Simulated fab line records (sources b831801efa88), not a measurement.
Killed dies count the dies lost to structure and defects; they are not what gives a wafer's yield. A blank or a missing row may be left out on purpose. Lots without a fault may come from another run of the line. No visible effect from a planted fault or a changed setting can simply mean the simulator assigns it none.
fab line records -- flow sky130
record: lots: 6, wafers: 18, lastDay: 50
route steps=708 shown VT_ADJUST_PCH@151 SONOS_TUNNEL@154 PAD_OPEN@708
lots that met no fault: taken from a fault-free run of the same line
startH: hours from the record's opening day to when the first of the lot's shown wafers began -- waitH: hours since the lot's step before -- " unchanged from the row above -- L1.1+2: several wafers, shown together as one row -- - value missing, or start not given -- * or withheld: withheld -- < > ~ a bound
route shown NAME@n: names a module that has steps shown in the file, with the first one's number in the route -- usual: average and standard deviation across the fault-free wafers -- same: alike in all rows -- chamber/n: place in a boat -- sites: readings site by site -- _std_site: the values' standard deviation -- _edge_site: the outer-site mean with the inner-site mean subtracted -- radiusMm: for every site, how far away it sits from the centre of the wafer -- mask NAME#n: copy n -- behind: the most recent tool/chamber to have shaped the wafer -- hold: why the lot went on hold/how many hours it stayed there/how the hold came to an end -- device: the n, p or np transistor that did not switch -- end of line: the same wafers' tests at the end of the route -- a step with no rows: only its recipe -- killed: count of dies lost to structure and defects at first sort (not the wafer's yield) -- map: a wafer's dies, x killed, . not, _ none there
set.NAME: the run value of the setting; set.NAME@STEP: its run value at that earlier step -- model.NAME: the simulator's own value behind a step, which no gauge read
lots at selected steps of the route; one table per step, one row per wafer
services: a tool's chamber out of use, with start hour (startH, from the record's first day; less than 0 if before it), hours out, and reason
== steps ==
step: SKY_VT_ADJUST_PCH_IMPLANT_08
recipe: species: B, energyKev: 10, doseCm2: 5e+11, tiltDeg: withheld
step: SKY_VT_ADJUST_PCH_STRIP_09
recipe: chemistry: O2/N2, powerW: 1400, pressureMtorr: 1500, platenTempC: withheld, o2FlowSccm: 3000, n2FlowSccm: 300, overashFraction: 0.5
usual: drypumpMotorCurrentA: 5.8/0.51, oesProductAu: 0.722/0.0044, stripTimeToEndpointS: 36.94/0.12
lot.wafer,tool,chamber,startH,waitH,drypumpMotorCurrentA,oesProductAu,rfHoursCounterH,stripTimeToEndpointS
L449.1,plasmaAsher-04,0,264.21,0.1,5.3,0.726,53,36.89
L449.2,plasmaAsher-04,1,264.21,0.1,6.4,0.721,53,36.82
L449.6,plasmaAsher-04,1,264.21,0.1,6.4,0.721,-,36.93
L450.1,plasmaAsher-02,1,273.06,0.1,6.4,0.719,50,36.99
L450.5,plasmaAsher-02,1,273.06,0.1,6.4,0.728,-,36.99
L450.6,plasmaAsher-02,0,273.06,0.1,5.3,0.722,-,36.95
L460.4,plasmaAsher-02,0,349.90,0.1,5.4,0.720,-,36.73
L460.5,plasmaAsher-02,0,349.90,0.1,5.3,0.719,-,36.75
L460.6,plasmaAsher-02,1,349.90,0.1,6.3,0.726,-,36.80
L461.1,plasmaAsher-02,1,355.51,0.1,6.4,0.719,58,37.09
L461.2,plasmaAsher-02,0,355.51,0.1,5.3,0.728,58,37.04
L461.4,plasmaAsher-02,1,355.51,0.1,6.3,0.719,-,37.04
L463.1,plasmaAsher-01,0,375.71,0.1,5.3,0.718,70,36.90
L463.3,plasmaAsher-01,1,375.71,0.1,6.1,0.728,-,36.89
L463.4,plasmaAsher-01,0,375.71,0.1,5.3,0.717,-,36.97
L464.2,plasmaAsher-04,1,393.70,0.1,6.4,0.728,65,36.86
L464.3,plasmaAsher-04,0,393.70,0.1,5.3,0.718,-,36.96
L464.6,plasmaAsher-04,0,393.70,0.1,5.3,0.722,-,36.87
step: SKY_VT_ADJUST_PCH_TW_MEAS_10
usual: VT_ADJUST_PCH_TW: 141.0/1.9
lot.wafer,tool,chamber,startH,waitH,VT_ADJUST_PCH_TW
L449.1,filmMetro-04,-,264.31,0.1,143.2
L449.2,filmMetro-04,-,264.31,0.1,143.7
L449.6,filmMetro-04,-,264.31,0.1,144.1
L450.1,filmMetro-04,-,273.16,0.1,143.1
L450.5,filmMetro-04,-,273.16,0.1,142.4
L450.6,filmMetro-04,-,273.16,0.1,143.4
L460.4,filmMetro-01,-,349.99,0.1,137.8
L460.5,filmMetro-01,-,349.99,0.1,138.2
L460.6,filmMetro-01,-,349.99,0.1,138.3
L461.1,filmMetro-01,-,355.61,0.1,138.0
L461.2,filmMetro-01,-,355.61,0.1,138.1
L461.4,filmMetro-01,-,355.61,0.1,138.0
L463.1,filmMetro-04,-,375.81,0.1,142.6
L463.3,filmMetro-04,-,375.81,0.1,142.8
L463.4,filmMetro-04,-,375.81,0.1,141.8
L464.2,filmMetro-02,-,393.81,0.1,140.8
L464.3,filmMetro-02,-,393.81,0.1,141.3
L464.6,filmMetro-02,-,393.81,0.1,141.0
step: SKY_SONOS_TUNNEL_DEHYDRATE_00
recipe: tempC: 200, timeS: 60
step: SKY_SONOS_TUNNEL_HMDS_01
recipe: primeTimeS: 60, primeTempC: 120
step: SKY_SONOS_TUNNEL_COAT_02
recipe: resist: NOVOLAK, spinRpm: 3000, resistThkNm: 1140
step: SKY_SONOS_TUNNEL_SOFTBAKE_03
recipe: tempC: 90, timeS: 60, resist: NOVOLAK
step: SKY_SONOS_TUNNEL_EXPOSE_04
recipe: maskId: TUNM, na: 0.6, sourceShape: conventional, sigmaOuter: 0.6, polarization: unpolarized, targetCdNm: 410, doseMj: 136
step: SKY_SONOS_TUNNEL_PEB_05
recipe: tempC: withheld, timeS: *, resist: NOVOLAK
step: SKY_SONOS_TUNNEL_DEVELOP_06
recipe: resist: NOVOLAK, developer: TMAH, developTimeS: 60, devTempC: 23
step: SKY_SONOS_TUNNEL_CD_MEAS_07
recipe: targetCdNm: 410
usual: cdNm: 410.3/2.1
lot.wafer,tool,chamber,startH,waitH,cdNm
L449.1,cdSem-02,-,288.68,0.1,413.3
L449.2,cdSem-02,-,288.68,0.1,413.6
L449.6,cdSem-02,-,288.68,0.1,412.4
L450.1,cdSem-02,-,297.70,0.1,409.7
L450.5,cdSem-02,-,297.70,0.1,409.3
L450.6,cdSem-02,-,297.70,0.1,409.6
L460.4,cdSem-02,-,377.29,0.1,413.3
L460.5,cdSem-02,-,377.29,0.1,410.8
L460.6,cdSem-02,-,377.29,0.1,411.7
L461.1,cdSem-02,-,382.70,0.1,407.9
L461.2,cdSem-02,-,382.70,0.1,407.3
L461.4,cdSem-02,-,382.70,0.1,409.3
L463.1,cdSem-02,-,403.53,0.1,413.0
L463.3,cdSem-02,-,403.53,0.1,410.7
L463.4,cdSem-02,-,403.53,0.1,411.1
L464.2,cdSem-02,-,421.15,0.1,411.3
L464.3,cdSem-02,-,421.15,0.1,409.9
L464.6,cdSem-02,-,421.15,0.1,410.5
step: SKY_SONOS_TUNNEL_OVL_MEAS_08
usual: SONOS_TUNNEL_OVL: -0.2/1.4
lot.wafer,tool,chamber,startH,waitH,SONOS_TUNNEL_OVL[nm]
L449.1,overlay-02,-,288.80,0.1,-1.0
L449.2,overlay-02,-,288.80,0.1,0.6
L449.6,overlay-02,-,288.80,0.1,-1.3
L450.1,overlay-01,-,297.82,0.1,2.3
L450.5,overlay-01,-,297.82,0.1,-0.6
L450.6,overlay-01,-,297.82,0.1,0.8
L460.4,overlay-02,-,377.36,0.1,1.4
L460.5,overlay-02,-,377.36,0.1,0.5
L460.6,overlay-02,-,377.36,0.1,1.1
L461.1,overlay-02,-,382.82,0.1,-1.2
L461.2,overlay-02,-,382.82,0.1,-0.8
L461.4,overlay-02,-,382.82,0.1,0.2
L463.1,overlay-02,-,403.65,0.1,0.4
L463.3,overlay-02,-,403.65,0.1,-0.7
L463.4,overlay-02,-,403.65,0.1,0.8
L464.2,overlay-01,-,421.25,0.1,1.9
L464.3,overlay-01,-,421.25,0.1,1.0
L464.6,overlay-01,-,421.25,0.1,-0.7
step: SKY_SONOS_TUNNEL_IMPLANT_09
recipe: species: B, energyKev: 20, doseCm2: 1e+12, tiltDeg: withheld
usual: doseIonsCm2: 9.999e+11/1e+09, faradayCurrentUA: 5.65/0.12
lot.wafer,tool,chamber,startH,waitH,doseIonsCm2,faradayCurrentUA
L449.1,implanter-03,0,288.83,0.0,5.945e+11,3.42
L449.2,implanter-03,0,288.83,0.0,5.955e+11,3.50
L449.6,implanter-03,0,288.83,0.0,5.955e+11,3.43
L450.1,implanter-03,0,297.86,0.0,5.948e+11,3.25
L450.5,implanter-03,0,297.86,0.0,5.949e+11,3.53
L450.6,implanter-03,0,297.86,0.0,5.946e+11,3.35
L460.4,implanter-02,0,377.46,0.1,1.0006e+12,5.55
L460.5,implanter-02,0,377.46,0.1,1.0022e+12,5.77
L460.6,implanter-02,0,377.46,0.1,1.0011e+12,5.83
L461.1,implanter-02,0,382.86,0.0,1.0006e+12,5.62
L461.2,implanter-02,0,382.86,0.0,9.995e+11,5.30
L461.4,implanter-02,0,382.86,0.0,9.992e+11,5.49
L463.1,implanter-03,0,403.68,0.0,9.989e+11,5.49
L463.3,implanter-03,0,403.68,0.0,9.986e+11,5.59
L463.4,implanter-03,0,403.68,0.0,9.999e+11,5.53
L464.2,implanter-03,0,421.31,0.0,9.989e+11,5.66
L464.3,implanter-03,0,421.31,0.0,9.986e+11,5.49
L464.6,implanter-03,0,421.31,0.0,9.986e+11,5.56
step: SKY_SONOS_TUNNEL_WET_ETCH_10
recipe: chemistry: dHF, targetDepthNm: 14, target: SiO2, dilution: 100:1, tempC: 25, timeS: 280
step: SKY_SONOS_TUNNEL_STRIP_11
recipe: chemistry: SPM, timeS: 600, tempC: 130
step: SKY_SONOS_TUNNEL_TW_MEAS_12
usual: SONOS_TUNNEL_TW: 197/3.7
lot.wafer,tool,chamber,startH,waitH,SONOS_TUNNEL_TW
L449.1,filmMetro-03,-,289.45,0.0,175
L449.2,filmMetro-03,-,289.45,0.0,174
L449.6,filmMetro-03,-,289.45,0.0,174
L450.1,filmMetro-03,-,298.28,0.0,176
L450.5,filmMetro-03,-,298.28,0.0,175
L450.6,filmMetro-03,-,298.28,0.0,174
L460.4,filmMetro-03,-,377.84,0.0,200
L460.5,filmMetro-03,-,377.84,0.0,201
L460.6,filmMetro-03,-,377.84,0.0,201
L461.1,filmMetro-01,-,383.30,0.0,194
L461.2,filmMetro-01,-,383.30,0.0,193
L461.4,filmMetro-01,-,383.30,0.0,194
L463.1,filmMetro-03,-,404.09,0.0,201
L463.3,filmMetro-03,-,404.09,0.0,200
L463.4,filmMetro-03,-,404.09,0.0,201
L464.2,filmMetro-02,-,421.72,0.0,195
L464.3,filmMetro-02,-,421.72,0.0,195
L464.6,filmMetro-02,-,421.72,0.0,197
step: SKY_SONOS_TUNNEL_CLEAN_13
recipe: chemistry: dHF, timeS: 20, dilution: 100:1, dry: ipaMarangoni
step: SKY_PAD_OPEN_PROBE_99
usual: killed_at_M0_to_M3: 43/7.1, killed_at_M4_up: 3.2/1.7, killedAtContacts: 24/5.6, killedAtFrontEnd: 16/5, killedAtOther: 0.4/0.68, killedDies: 86/9.3, killedOpen: 47/7.1, killedShort: 39/5.7
same: grossDies: 492, killedAtBackSide: 0
lot.wafer,tool,chamber,startH,waitH,killed_at_M0_to_M3,killed_at_M4_up,killedAtContacts,killedAtFrontEnd,killedAtOther,killedDies,killedOpen,killedShort,model.etest.sonosUncharged.rOnOhmUm,model.etest.sonosProgrammed.offLog10AUm,model.etest.sonosProgrammed.vtV,model.etest.sonosBaked.vtV,model.etest.sonosUncharged.vtV
L449.1,prober-02,-,1111.09,0.1,37,3,19,23,0,82,42,40,787.4,-13.64,1.349,0.8232,-0.5118
L449.2,prober-02,-,1111.14,0.1,31,1,18,18,0,68,33,35,784.3,-13.32,1.281,0.7595,-0.5673
L449.6,prober-02,-,1111.34,0.2,32,1,28,20,0,81,42,39,785.1,-13.38,1.259,0.7799,-0.5564
L450.1,prober-01,-,1116.85,0.1,48,5,22,12,0,87,46,41,765.7,-13.22,1.296,0.8149,-0.5535
L450.5,prober-01,-,1117.05,0.2,56,3,25,23,0,107,57,50,781,-12.99,1.244,0.801,-0.5202
L450.6,prober-01,-,1117.10,0.2,44,1,20,15,0,80,47,33,766.1,-13.58,1.389,0.8486,-0.5471
L460.4,prober-02,-,1169.24,0.2,49,4,25,20,0,98,48,50,799.9,-14.07,1.437,0.8864,-0.4438
L460.5,prober-02,-,1169.29,0.2,50,2,27,13,0,92,57,35,797.9,-13.96,1.435,0.9047,-0.4522
L460.6,prober-02,-,1169.34,0.2,47,2,23,18,0,90,49,41,782.9,-13.96,1.52,0.9342,-0.4575
L461.1,prober-02,-,1174.59,0.1,40,5,22,16,0,83,37,46,824.8,-13.95,1.467,0.9494,-0.3853
L461.2,prober-02,-,1174.64,0.1,45,3,26,16,1,91,43,48,795.4,-13.76,1.384,0.9241,-0.48
L461.4,prober-02,-,1174.74,0.2,37,6,26,19,1,89,49,40,800,-13.91,1.363,0.8651,-0.4594
L463.1,prober-02,-,1182.11,0.1,51,3,24,21,0,99,46,53,810.4,-14.03,1.456,1.013,-0.4299
L463.3,prober-02,-,1182.21,0.2,46,3,20,13,0,82,51,30,821.1,-14.02,1.472,0.9729,-0.4333
L463.4,prober-02,-,1182.26,0.2,57,6,21,26,1,111,68,43,792.6,-13.97,1.44,0.9321,-0.4597
L464.2,prober-02,-,1193.83,0.1,39,2,24,13,0,78,41,37,812.5,-14.03,1.472,0.9415,-0.4307
L464.3,prober-02,-,1193.88,0.2,37,1,28,15,0,81,47,34,815.4,-13.87,1.371,0.928,-0.4324
L464.6,prober-02,-,1194.03,0.2,36,3,20,16,0,75,39,36,803.4,-13.92,1.472,0.9424,-0.4521
killed by level:class
L449.1 VIA1:geometricParticle:open=8 FIELD_ISO:geometricParticle:open=7 LI_CONTACT:geometricParticle:open=7 METAL1:geometricParticle:short=6 CONTACT:geometricParticle:open=5 FIELD_ISO:geometricParticle:short=4 CONTACT:geometricParticle:short=4 VIA3:geometricParticle:short=4
L449.2 FIELD_ISO:geometricParticle:short=6 METAL1:geometricParticle:short=6 VIA1:geometricParticle:open=6 VIA3:geometricParticle:open=6 CONTACT:geometricParticle:open=5 LI_CONTACT:geometricParticle:short=4 VIA2:geometricParticle:open=4 FIELD_ISO:geometricParticle:open=3
L449.6 CONTACT:geometricParticle:open=13 METAL2:geometricParticle:short=9 FIELD_ISO:geometricParticle:short=8 VIA1:geometricParticle:short=8 LI_CONTACT:geometricParticle:open=7 VIA1:geometricParticle:open=5 FIELD_ISO:geometricParticle:open=4 LOCAL_INTERCONNECT:geometricParticle:short=4
L450.1 LI_CONTACT:geometricParticle:open=11 METAL2:geometricParticle:short=8 METAL1:geometricParticle:short=8 VIA1:geometricParticle:short=8 VIA1:geometricParticle:open=8 CONTACT:geometricParticle:open=7 VIA2:geometricParticle:open=5 FIELD_ISO:geometricParticle:short=4
L450.5 VIA1:geometricParticle:open=13 METAL1:geometricParticle:short=11 FIELD_ISO:geometricParticle:open=10 VIA1:geometricParticle:short=10 LI_CONTACT:geometricParticle:open=9 CONTACT:geometricParticle:open=6 VIA3:geometricParticle:open=5 VIA2:geometricParticle:open=5
L450.6 VIA1:geometricParticle:open=10 CONTACT:geometricParticle:open=8 VIA3:geometricParticle:open=7 LI_CONTACT:geometricParticle:open=6 VIA1:geometricParticle:short=6 FIELD_ISO:geometricParticle:open=5 FIELD_ISO:geometricParticle:short=5 VIA2:geometricParticle:open=5
L460.4 VIA1:geometricParticle:open=15 CONTACT:geometricParticle:open=8 METAL1:geometricParticle:short=8 VIA1:geometricParticle:short=8 FIELD_ISO:geometricParticle:short=7 CONTACT:geometricParticle:short=5 LI_CONTACT:geometricParticle:open=5 VIA2:geometricParticle:open=5
L460.5 CONTACT:geometricParticle:open=11 VIA2:geometricParticle:open=10 VIA3:geometricParticle:open=9 LI_CONTACT:geometricParticle:open=7 METAL1:geometricParticle:short=7 LOCAL_INTERCONNECT:geometricParticle:short=5 VIA1:geometricParticle:short=5 VIA1:geometricParticle:open=5
L460.6 LI_CONTACT:geometricParticle:open=8 VIA1:geometricParticle:open=8 VIA2:geometricParticle:short=7 POLY_GATE:geometricParticle:open=6 POLY_GATE:geometricParticle:short=6 CONTACT:geometricParticle:short=6 CONTACT:geometricParticle:open=6 VIA1:geometricParticle:short=6
L461.1 CONTACT:geometricParticle:short=7 CONTACT:geometricParticle:open=7 VIA1:geometricParticle:open=7 METAL1:geometricParticle:short=6 VIA1:geometricParticle:short=6 VIA3:geometricParticle:open=6 FIELD_ISO:geometricParticle:short=5 POLY_GATE:geometricParticle:open=4
L461.2 METAL2:geometricParticle:short=10 VIA1:geometricParticle:open=8 CONTACT:geometricParticle:short=8 CONTACT:geometricParticle:open=7 VIA3:geometricParticle:open=6 FIELD_ISO:geometricParticle:short=5 LI_CONTACT:geometricParticle:open=5 METAL2:geometricParticle:open=5
L461.4 CONTACT:geometricParticle:open=13 VIA1:geometricParticle:open=8 FIELD_ISO:geometricParticle:open=6 VIA3:geometricParticle:open=6 POLY_GATE:geometricParticle:short=5 LI_CONTACT:geometricParticle:open=5 METAL2:geometricParticle:short=5 METAL1:geometricParticle:short=5
L463.1 CONTACT:geometricParticle:open=12 VIA1:geometricParticle:open=12 FIELD_ISO:geometricParticle:short=7 METAL1:geometricParticle:short=6 VIA2:geometricParticle:open=6 METAL2:geometricParticle:short=6 VIA2:geometricParticle:short=6 VIA3:geometricParticle:short=5
L463.3 VIA1:geometricParticle:open=12 VIA2:geometricParticle:open=8 CONTACT:geometricParticle:open=8 POLY_GATE:geometricParticle:open=6 LI_CONTACT:geometricParticle:open=6 METAL2:geometricParticle:short=5 METAL3:geometricParticle:short=5 VIA2:geometricParticle:short=4
L463.4 VIA1:geometricParticle:open=24 VIA2:geometricParticle:open=10 POLY_GATE:geometricParticle:open=8 VIA1:geometricParticle:short=7 FIELD_ISO:geometricParticle:open=6 CONTACT:geometricParticle:open=6 CONTACT:geometricParticle:short=6 METAL2:geometricParticle:short=5
L464.2 CONTACT:geometricParticle:open=13 VIA1:geometricParticle:open=8 METAL2:geometricParticle:short=7 POLY_GATE:geometricParticle:short=5 CONTACT:geometricParticle:short=5 METAL1:geometricParticle:short=4 VIA2:geometricParticle:short=4 FIELD_ISO:geometricParticle:open=3
L464.3 VIA1:geometricParticle:open=12 CONTACT:geometricParticle:open=9 LOCAL_INTERCONNECT:geometricParticle:short=7 CONTACT:geometricParticle:short=7 VIA2:geometricParticle:open=6 VIA3:geometricParticle:open=6 FIELD_ISO:geometricParticle:short=4 FIELD_ISO:geometricParticle:open=4
L464.6 LI_CONTACT:geometricParticle:open=8 LOCAL_INTERCONNECT:geometricParticle:short=7 VIA3:geometricParticle:open=7 FIELD_ISO:geometricParticle:open=6 METAL1:geometricParticle:short=6 VIA1:geometricParticle:open=6 VIA2:geometricParticle:short=4 POLY_GATE:geometricParticle:short=4
== services ==
tool,chamber,startH,hours,kind
plasmaAsher-02,-,246.71,0.5,repair
plasmaAsher-04,-,271.50,13.8,repair
implanter-02,-,281.82,3.7,pm
plasmaAsher-02,-,330.31,2.3,repair
implanter-03,-,334.44,2.4,repair
plasmaAsher-01,-,370.61,1.4,repair
plasmaAsher-02,-,379.06,1.5,repair
implanter-02,-,392.22,4.8,repair
plasmaAsher-01,-,421.29,9.0,pm
plasmaAsher-01,0,421.29,9.0,ventCycle
plasmaAsher-01,1,421.29,9.0,ventCycle
== key ==
firstSign: step: SKY_SONOS_TUNNEL_IMPLANT_09, reading: doseIonsCm2, direction: down, sigmas: 99+, usual: *, struck: *
effect: step: SKY_SONOS_TUNNEL_IMPLANT_09, reading: faradayCurrentUA, direction: down, sigmas: 19, usual: 5.65, struck: 3.41
effect: step: SKY_SONOS_TUNNEL_TW_MEAS_12, reading: SONOS_TUNNEL_TW, direction: down, sigmas: 5.9, usual: 197, struck: 175
modelEffect: step: SKY_PAD_OPEN_PROBE_99, value: etest.sonosUncharged.rOnOhmUm, without: 807.8, struck: 778.3
metAt SKY_SONOS_TUNNEL_IMPLANT_09
struckWafers L449.1,L449.2,L449.6,L450.1,L450.5,L450.6
testerLeftOut L449,L450
fault: kind: processParameterDrift, tool: implanter-03, chamber: -, onsetH: 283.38, steps: SKY_SONOS_TUNNEL_IMPLANT_09, channel: doseCm2, offset: *, shape: step, endH: 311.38, actsIn: *, stated: *
testerLeftOut: of these lots the tester's yield and bins aren't shown, on N5 and GAA mostly nor the transistor test; their killed dies are dies lost to structure and defects alone, not to doping, threshold or leakage, so they don't give the yield
